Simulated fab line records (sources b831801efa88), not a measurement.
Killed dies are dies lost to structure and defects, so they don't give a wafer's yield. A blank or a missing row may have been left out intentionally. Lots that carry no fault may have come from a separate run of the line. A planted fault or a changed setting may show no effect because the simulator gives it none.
The tool behind it: which one?	flow sky130	Sampling: 14 lots, 42 wafers, 3 of 708 route steps

== WHAT THE GAUGES READ, wafer by wafer ==
SKY_NWELL_TW_MEAS_26. Usual: NWELL_2_TW typically reads 495.6, with standard deviation 2.6.
lot	measured	on	NWELL_2_TW	flag
L173	day 5 06:48	film metro-03	497.4 498.3 496.8	
L174	day 5 12:56	film metro-02	494.8 494.1 493.9	
L176	day 6 05:16	film metro-02	492.7 494.4 487.7	
L177	day 6 11:57	film metro-02	493.1 492.9 496.8	
L178	day 6 15:50	film metro-03	498.3 499.9 498.5	
L179	day 6 20:09	film metro-02	498.0 496.6 495.5	
L186	day 8 21:22	film metro-04	494.5 494.9 496.9	
L188	day 9 02:29	film metro-04	496.5 494.5 497.1	
L187	day 9 03:55	film metro-02	495.7 498.1 496.8	
L192	day 10 03:31	film metro-03	498.2 497.5 497.9	
L193	day 10 08:19	film metro-04	498.0 497.2 497.8	
L194	day 10 13:30	film metro-04	495.7 496.0 495.8	
L195	day 10 20:01	film metro-04	496.0 496.5 498.9	
L196	day 11 01:26	film metro-02	494.8 493.3 491.7	

SKY_GATE_OXIDE_THK_MEAS_02. Usual: GATE_OXIDE_OXIDATION_00_THK typically reads 10.59 nm, with standard deviation 0.18.
lot	measured	on	GATE_OXIDE_OXIDATION_00_THK (nm)	flag
L173	day 12 15:20	film metro-02	10.36 10.31 10.43	
L174	day 12 22:08	film metro-03	10.40 10.26 10.11	
L176	day 13 22:28	film metro-03	10.78 10.57 10.54	
L177	day 14 07:42	film metro-03	10.52 10.40 10.51	
L186	day 17 14:50	film metro-03	10.52 10.61 10.60	
L188	day 18 00:43	film metro-04	10.91 10.77 10.95	
L187	day 18 01:57	film metro-03	10.40 10.54 10.37	
L192	day 19 06:58	film metro-03	10.71 10.56 10.59	
L193	day 19 20:32	film metro-04	10.45 10.44 10.56	
L194	day 20 00:13	film metro-03	10.60 10.70 10.68	
L195	day 20 10:20	film metro-04	10.47 10.62 10.62	
L196	day 20 14:22	film metro-03	10.76 10.65 10.56	

== WHICH TOOL RAN EACH LOT (tool, then ch and the chambers of the sampled wafers, then the start) ==
lot	SKY_SONOS_ONO_DEVELOP_12
L173	litho track-04 ch 0, day 12 11:00
L174	litho track-04 ch 0, day 12 20:03
L176	litho track-01 ch 0, day 13 19:08
L177	litho track-04 ch 0, day 14 05:42
L178	litho track-04, day 14 07:37
L179	litho track-01, day 14 17:19
L186	litho track-01 ch 0, day 17 12:11
L188	litho track-04 ch 0, day 17 22:41
L187	litho track-01 ch 0, day 17 23:14
L192	litho track-01 ch 0, day 19 04:56
L193	litho track-04 ch 0, day 19 16:28
L194	litho track-04 ch 0, day 19 22:11
L195	litho track-04 ch 0, day 20 08:17
L196	litho track-01 ch 0, day 20 11:40
- SKY_SONOS_ONO_DEVELOP_12: develop time 60 s.

== AS READ BY THE TOOLS THEMSELVES (means over the sampled wafers that have a number; for cases with no such wafer, the mark the record gives instead) ==
SKY_SONOS_ONO_DEVELOP_12. Usual: chill plate temp C 22.98 C, standard deviation 0.11; resist line temp C 22.98 C, standard deviation 0.11.
lot	tool	chill plate temp C (C)	resist line temp C (C)	flag
L173	litho track-04	22.95	22.92	
L174	litho track-04	22.82	22.96	
L176	litho track-01	22.98	22.91	
L177	litho track-04	23.00	22.98	
L178	litho track-04	-	-	OFF
L179	litho track-01	-	-	OFF
L186	litho track-01	22.89	23.04	
L188	litho track-04	22.85	22.91	
L187	litho track-01	23.05	23.07	
L192	litho track-01	22.87	22.88	
L193	litho track-04	23.00	22.89	
L194	litho track-04	22.91	23.11	
L195	litho track-04	22.93	23.04	
L196	litho track-01	23.04	23.13	

== THE ANSWER, worked out from the rows above alone ==
Rule: a lot is off if the mean of its wafers that have a number lies more than 3 standard deviations from the usual mean. A lot without any number at a reading at which 4 lots or more have one is off too. All remaining lots with rows at the step are treated as sound. First the gauges in route order, then the tools' own readings, where a lot's mean is used as printed above. At the first step where some lot is off, the reading lying furthest off is the one used; lots without a number count as furthest.
Off at SKY_SONOS_ONO_DEVELOP_12 (chill plate temp C): L178, L179. Without a number there: L178, L179.
If a tool, at that step or one of the process steps before it, ran each lot that is off and ran no sound lot following the first of them, it fits. No candidate that was tried fits.

== WHAT HAD BEEN PUT IN BY THE SIMULATOR ==
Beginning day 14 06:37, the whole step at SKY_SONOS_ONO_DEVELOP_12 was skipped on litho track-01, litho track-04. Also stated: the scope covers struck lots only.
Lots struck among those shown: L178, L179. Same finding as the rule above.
